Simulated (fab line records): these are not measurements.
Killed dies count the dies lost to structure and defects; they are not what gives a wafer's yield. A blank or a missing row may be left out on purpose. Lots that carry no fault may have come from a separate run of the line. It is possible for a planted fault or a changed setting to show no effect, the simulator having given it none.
Which tool was responsible? :: flow sky130 :: 12 lots with 36 wafers sampled at 5 steps, on a route of 708 steps

WHAT EACH GAUGE READ, for each wafer
SKY_PWDE_TW_MEAS_10. Usual: for PWDE_TW the level is 371.0 and the standard deviation is 2.5.
lot: L997
measured: day 3 23:41
on: film_metro-03
PWDE_TW: 371.5 374.0 373.7
flag: 

lot: L999
measured: day 4 08:44
on: film_metro-02
PWDE_TW: 367.1 365.8 368.2
flag: 

lot: L998
measured: day 4 09:04
on: film_metro-04
PWDE_TW: 373.5 373.1 372.6
flag: 

lot: L101
measured: day 4 16:53
on: film_metro-03
PWDE_TW: 374.3 374.9 372.8
flag: 

lot: L104
measured: day 5 15:42
on: film_metro-02
PWDE_TW: 368.1 367.7 368.7
flag: 

lot: L105
measured: day 6 01:30
on: film_metro-02
PWDE_TW: 369.0 368.3 367.9
flag: 

lot: L108
measured: day 6 12:36
on: film_metro-04
PWDE_TW: 374.1 374.1 373.3
flag: 

lot: L109
measured: day 6 17:01
on: film_metro-02
PWDE_TW: 369.3 369.3 368.7
flag: 

lot: L110
measured: day 6 22:24
on: film_metro-04
PWDE_TW: 374.7 372.6 375.0
flag: 

lot: L111
measured: day 7 06:28
on: film_metro-03
PWDE_TW: 371.1 370.8 370.2
flag: 

lot: L119
measured: day 9 02:29
on: film_metro-02
PWDE_TW: 369.6 370.8 368.6
flag: 

lot: L120
measured: day 9 07:53
on: film_metro-03
PWDE_TW: 374.1 372.8 372.0
flag: 

SKY_VT_ADJUST_HVTP_TW_MEAS_11. Usual: for VT_ADJUST_HVTP_TW the level is 1359 and the standard deviation is 12.
lot: L997
measured: day 6 06:01
on: film_metro-01
VT_ADJUST_HVTP_TW: 1377 1379 1377
flag: 

lot: L999
measured: day 6 16:02
on: film_metro-04
VT_ADJUST_HVTP_TW: 1359 1363 1364
flag: 

lot: L998
measured: day 6 17:46
on: film_metro-03
VT_ADJUST_HVTP_TW: 1349 1354 1350
flag: 

lot: L101
measured: day 7 02:20
on: film_metro-01
VT_ADJUST_HVTP_TW: 1377 1372 1376
flag: 

lot: L104
measured: day 8 03:07
on: film_metro-03
VT_ADJUST_HVTP_TW: 1348 1347 1340
flag: 

lot: L105
measured: day 8 13:58
on: film_metro-04
VT_ADJUST_HVTP_TW: 1360 1345 1349
flag: 

lot: L108
measured: day 9 01:45
on: film_metro-03
VT_ADJUST_HVTP_TW: 971 970 968
flag: OFF

lot: L109
measured: day 9 06:58
on: film_metro-04
VT_ADJUST_HVTP_TW: 1351 1361 1352
flag: 

lot: L110
measured: day 9 12:31
on: film_metro-03
VT_ADJUST_HVTP_TW: 975 975 981
flag: OFF

lot: L111
measured: day 9 22:49
on: film_metro-01
VT_ADJUST_HVTP_TW: 1386 1382 1377
flag: 

lot: L119
measured: day 11 23:16
on: film_metro-04
VT_ADJUST_HVTP_TW: 1347 1352 1353
flag: 

lot: L120
measured: day 12 03:55
on: film_metro-01
VT_ADJUST_HVTP_TW: 1374 1371 1371
flag: 

EACH LOT AND THE TOOL THAT RAN IT (in order: tool; ch and the chambers of the sampled wafers; start)
lot: L997
SKY_PWDE_STRIP_09: plasma_asher-03 ch 0,1, day 3 23:35
SKY_VT_ADJUST_HVTP_IMPLANT_09: implanter-02 ch 0, day 6 05:49
SKY_VT_ADJUST_HVTP_STRIP_10: plasma_asher-04 ch 0,1, day 6 05:55

lot: L999
SKY_PWDE_STRIP_09: plasma_asher-01 ch 0, day 4 08:38
SKY_VT_ADJUST_HVTP_IMPLANT_09: implanter-02 ch 0, day 6 15:47
SKY_VT_ADJUST_HVTP_STRIP_10: plasma_asher-02 ch 0,1, day 6 15:56

lot: L998
SKY_PWDE_STRIP_09: plasma_asher-03 ch 0,1, day 4 08:58
SKY_VT_ADJUST_HVTP_IMPLANT_09: implanter-02 ch 0, day 6 17:32
SKY_VT_ADJUST_HVTP_STRIP_10: plasma_asher-03 ch 0,1, day 6 17:40

lot: L101
SKY_PWDE_STRIP_09: plasma_asher-03 ch 0, day 4 16:46
SKY_VT_ADJUST_HVTP_IMPLANT_09: implanter-02 ch 0, day 7 02:06
SKY_VT_ADJUST_HVTP_STRIP_10: plasma_asher-03 ch 1, day 7 02:13

lot: L104
SKY_PWDE_STRIP_09: plasma_asher-01 ch 0,1, day 5 15:36
SKY_VT_ADJUST_HVTP_IMPLANT_09: implanter-03 ch 0, day 8 02:55
SKY_VT_ADJUST_HVTP_STRIP_10: plasma_asher-04 ch 0,1, day 8 03:01

lot: L105
SKY_PWDE_STRIP_09: plasma_asher-03 ch 0,1, day 6 01:23
SKY_VT_ADJUST_HVTP_IMPLANT_09: implanter-03 ch 0, day 8 13:44
SKY_VT_ADJUST_HVTP_STRIP_10: plasma_asher-02 ch 0,1, day 8 13:52

lot: L108
SKY_PWDE_STRIP_09: plasma_asher-02 ch 0, day 6 12:29
SKY_VT_ADJUST_HVTP_IMPLANT_09: implanter-03 ch 0, day 9 01:31
SKY_VT_ADJUST_HVTP_STRIP_10: plasma_asher-02 ch 0,1, day 9 01:38

lot: L109
SKY_PWDE_STRIP_09: plasma_asher-02 ch 0,1, day 6 16:55
SKY_VT_ADJUST_HVTP_IMPLANT_09: implanter-04 ch 0, day 9 06:43
SKY_VT_ADJUST_HVTP_STRIP_10: plasma_asher-02 ch 0,1, day 9 06:52

lot: L110
SKY_PWDE_STRIP_09: plasma_asher-02 ch 0,1, day 6 22:17
SKY_VT_ADJUST_HVTP_IMPLANT_09: implanter-03 ch 0, day 9 12:17
SKY_VT_ADJUST_HVTP_STRIP_10: plasma_asher-03 ch 0,1, day 9 12:25

lot: L111
SKY_PWDE_STRIP_09: plasma_asher-03 ch 0,1, day 7 06:22
SKY_VT_ADJUST_HVTP_IMPLANT_09: implanter-02 ch 0, day 9 22:34
SKY_VT_ADJUST_HVTP_STRIP_10: plasma_asher-02 ch 0,1, day 9 22:43

lot: L119
SKY_PWDE_STRIP_09: plasma_asher-03 ch 1, day 9 02:23
SKY_VT_ADJUST_HVTP_IMPLANT_09: implanter-02 ch 0, day 11 23:01
SKY_VT_ADJUST_HVTP_STRIP_10: plasma_asher-02 ch 0,1, day 11 23:10

lot: L120
SKY_PWDE_STRIP_09: plasma_asher-01 ch 0,1, day 9 07:47
SKY_VT_ADJUST_HVTP_IMPLANT_09: implanter-02 ch 0, day 12 03:40
SKY_VT_ADJUST_HVTP_STRIP_10: plasma_asher-04 ch 0,1, day 12 03:49
- SKY_PWDE_STRIP_09: strips in O2/N2.
- SKY_VT_ADJUST_HVTP_IMPLANT_09
- SKY_VT_ADJUST_HVTP_STRIP_10: strips in O2/N2.

AS READ BY THE TOOLS THEMSELVES (means over the sampled wafers that have a number; for cases with no such wafer, the mark the record gives instead)
SKY_PWDE_STRIP_09. Usual: drypump_motor_current_A 5.5 A, standard deviation 0.36; o2_flow_sccm 3001 sccm, standard deviation 9.2; oes_product_au 0.722 a.u., standard deviation 0.0054; strip_time_to_endpoint_s 36.90 s, standard deviation 0.11.
lot: L997
tool: plasma_asher-03
drypump_motor_current_A (A): 5.6
o2_flow_sccm (sccm): 3004
oes_product_au (a.u.): 0.724
strip_time_to_endpoint_s (s): 36.92
flag: 

lot: L999
tool: plasma_asher-01
drypump_motor_current_A (A): 5.6
o2_flow_sccm (sccm): 3007
oes_product_au (a.u.): 0.723
strip_time_to_endpoint_s (s): 36.73
flag: 

lot: L998
tool: plasma_asher-03
drypump_motor_current_A (A): 5.6
o2_flow_sccm (sccm): 3003
oes_product_au (a.u.): 0.723
strip_time_to_endpoint_s (s): 36.86
flag: 

lot: L101
tool: plasma_asher-03
drypump_motor_current_A (A): 5.5
o2_flow_sccm (sccm): 2992
oes_product_au (a.u.): 0.720
strip_time_to_endpoint_s (s): 36.89
flag: 

lot: L104
tool: plasma_asher-01
drypump_motor_current_A (A): 5.5
o2_flow_sccm (sccm): 2994
oes_product_au (a.u.): 0.724
strip_time_to_endpoint_s (s): 37.04
flag: 

lot: L105
tool: plasma_asher-03
drypump_motor_current_A (A): 5.6
o2_flow_sccm (sccm): 3006
oes_product_au (a.u.): 0.722
strip_time_to_endpoint_s (s): 36.96
flag: 

lot: L108
tool: plasma_asher-02
drypump_motor_current_A (A): 5.8
o2_flow_sccm (sccm): 3000
oes_product_au (a.u.): 0.724
strip_time_to_endpoint_s (s): 36.79
flag: 

lot: L109
tool: plasma_asher-02
drypump_motor_current_A (A): 5.1
o2_flow_sccm (sccm): 3000
oes_product_au (a.u.): 0.721
strip_time_to_endpoint_s (s): 36.84
flag: 

lot: L110
tool: plasma_asher-02
drypump_motor_current_A (A): 5.4
o2_flow_sccm (sccm): 2993
oes_product_au (a.u.): 0.723
strip_time_to_endpoint_s (s): 36.90
flag: 

lot: L111
tool: plasma_asher-03
drypump_motor_current_A (A): 5.6
o2_flow_sccm (sccm): 3010
oes_product_au (a.u.): 0.724
strip_time_to_endpoint_s (s): 36.94
flag: 

lot: L119
tool: plasma_asher-03
drypump_motor_current_A (A): 5.6
o2_flow_sccm (sccm): 3007
oes_product_au (a.u.): 0.724
strip_time_to_endpoint_s (s): 37.00
flag: 

lot: L120
tool: plasma_asher-01
drypump_motor_current_A (A): 5.5
o2_flow_sccm (sccm): 2994
oes_product_au (a.u.): 0.722
strip_time_to_endpoint_s (s): 36.99
flag: 

SKY_VT_ADJUST_HVTP_IMPLANT_09. Usual: dose_ions_cm2 4.301e+12, standard deviation 4.2e+09; faraday_current_uA 24.2, standard deviation 0.5.
lot: L997
tool: implanter-02
dose_ions_cm2: 4.298e+12
faraday_current_uA: 24.0
flag: 

lot: L999
tool: implanter-02
dose_ions_cm2: 4.303e+12
faraday_current_uA: 23.8
flag: 

lot: L998
tool: implanter-02
dose_ions_cm2: 4.299e+12
faraday_current_uA: 24.0
flag: 

lot: L101
tool: implanter-02
dose_ions_cm2: 4.302e+12
faraday_current_uA: 24.5
flag: 

lot: L104
tool: implanter-03
dose_ions_cm2: 4.301e+12
faraday_current_uA: 24.8
flag: 

lot: L105
tool: implanter-03
dose_ions_cm2: 4.298e+12
faraday_current_uA: 24.3
flag: 

lot: L108
tool: implanter-03
dose_ions_cm2: 1.545e+12
faraday_current_uA: 8.7
flag: OFF

lot: L109
tool: implanter-04
dose_ions_cm2: 4.299e+12
faraday_current_uA: 24.0
flag: 

lot: L110
tool: implanter-03
dose_ions_cm2: 1.537e+12
faraday_current_uA: 8.6
flag: OFF

lot: L111
tool: implanter-02
dose_ions_cm2: 4.300e+12
faraday_current_uA: 24.2
flag: 

lot: L119
tool: implanter-02
dose_ions_cm2: 4.300e+12
faraday_current_uA: 24.3
flag: 

lot: L120
tool: implanter-02
dose_ions_cm2: 4.295e+12
faraday_current_uA: 23.8
flag: 

SKY_VT_ADJUST_HVTP_STRIP_10. Usual: drypump_motor_current_A 5.4 A, standard deviation 0.41; o2_flow_sccm 3000 sccm, standard deviation 9.3; oes_product_au 0.715 a.u., standard deviation 0.0044; strip_time_to_endpoint_s 14.19 s, standard deviation 0.036.
lot: L997
tool: plasma_asher-04
drypump_motor_current_A (A): 5.7
o2_flow_sccm (sccm): 3006
oes_product_au (a.u.): 0.716
strip_time_to_endpoint_s (s): 14.18
flag: 

lot: L999
tool: plasma_asher-02
drypump_motor_current_A (A): 5.5
o2_flow_sccm (sccm): 3003
oes_product_au (a.u.): 0.715
strip_time_to_endpoint_s (s): 14.21
flag: 

lot: L998
tool: plasma_asher-03
drypump_motor_current_A (A): 5.6
o2_flow_sccm (sccm): 3000
oes_product_au (a.u.): 0.714
strip_time_to_endpoint_s (s): 14.17
flag: 

lot: L101
tool: plasma_asher-03
drypump_motor_current_A (A): 5.6
o2_flow_sccm (sccm): 3007
oes_product_au (a.u.): 0.720
strip_time_to_endpoint_s (s): 14.21
flag: 

lot: L104
tool: plasma_asher-04
drypump_motor_current_A (A): 5.7
o2_flow_sccm (sccm): 3004
oes_product_au (a.u.): 0.715
strip_time_to_endpoint_s (s): 14.19
flag: 

lot: L105
tool: plasma_asher-02
drypump_motor_current_A (A): 5.4
o2_flow_sccm (sccm): 2995
oes_product_au (a.u.): 0.714
strip_time_to_endpoint_s (s): 14.21
flag: 

lot: L108
tool: plasma_asher-02
drypump_motor_current_A (A): 5.4
o2_flow_sccm (sccm): 3004
oes_product_au (a.u.): 0.718
strip_time_to_endpoint_s (s): 14.15
flag: 

lot: L109
tool: plasma_asher-02
drypump_motor_current_A (A): 5.5
o2_flow_sccm (sccm): 2998
oes_product_au (a.u.): 0.715
strip_time_to_endpoint_s (s): 14.20
flag: 

lot: L110
tool: plasma_asher-03
drypump_motor_current_A (A): 5.6
o2_flow_sccm (sccm): 2996
oes_product_au (a.u.): 0.712
strip_time_to_endpoint_s (s): 14.22
flag: 

lot: L111
tool: plasma_asher-02
drypump_motor_current_A (A): 5.5
o2_flow_sccm (sccm): 3005
oes_product_au (a.u.): 0.711
strip_time_to_endpoint_s (s): 14.22
flag: 

lot: L119
tool: plasma_asher-02
drypump_motor_current_A (A): 5.1
o2_flow_sccm (sccm): 3013
oes_product_au (a.u.): 0.717
strip_time_to_endpoint_s (s): 14.17
flag: 

lot: L120
tool: plasma_asher-04
drypump_motor_current_A (A): 5.5
o2_flow_sccm (sccm): 3002
oes_product_au (a.u.): 0.712
strip_time_to_endpoint_s (s): 14.18
flag: 

THE ANSWER, worked out from the rows above alone
Rule: lot off if the mean of its wafers having a number is beyond 3 standard deviations from the usual mean. Also off: a lot with no number at a reading for which 4 or more lots have one. All remaining lots with rows at the step are treated as sound. First the gauges in route order, then the tools' own readings, where a lot's mean is used as printed above. The first step at which some lot is off is used, and at that step the reading that is off furthest; a lot without a number counts as furthest.
Off: at SKY_VT_ADJUST_HVTP_TW_MEAS_11 (VT_ADJUST_HVTP_TW), L108, L110.
If a tool, at a process step before that reading, ran all the lots that are off and no sound lot after the first of them, it fits. The gauges at SKY_VT_ADJUST_HVTP_TW_MEAS_11 aren't tried: what is off there is off at SKY_VT_ADJUST_HVTP_IMPLANT_09 too, on other tools, and a gauge's error can't cause that. One fits: SKY_VT_ADJUST_HVTP_IMPLANT_09 on implanter-03. A fault onset in the window from L105 (day 8 13:44, its last sound lot) to L108 (day 9 01:31, its first lot off) fits.
The tool's own readings at SKY_VT_ADJUST_HVTP_IMPLANT_09 bear it out: on the lots that are off they differ by more than 5 times the standard deviation of the sound lots' means. dose_ions_cm2 reads 1.541e+12 there against 4.300e+12 on the sound lots; faraday_current_uA reads 8.6 there against 24.2 on the sound lots.

WHAT THE SIMULATOR HAD INSERTED
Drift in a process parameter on implanter-03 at SKY_VT_ADJUST_HVTP_IMPLANT_09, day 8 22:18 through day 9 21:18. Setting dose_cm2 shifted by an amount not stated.
Struck lots among those shown: L108, L110. The rule given above showed the same thing.
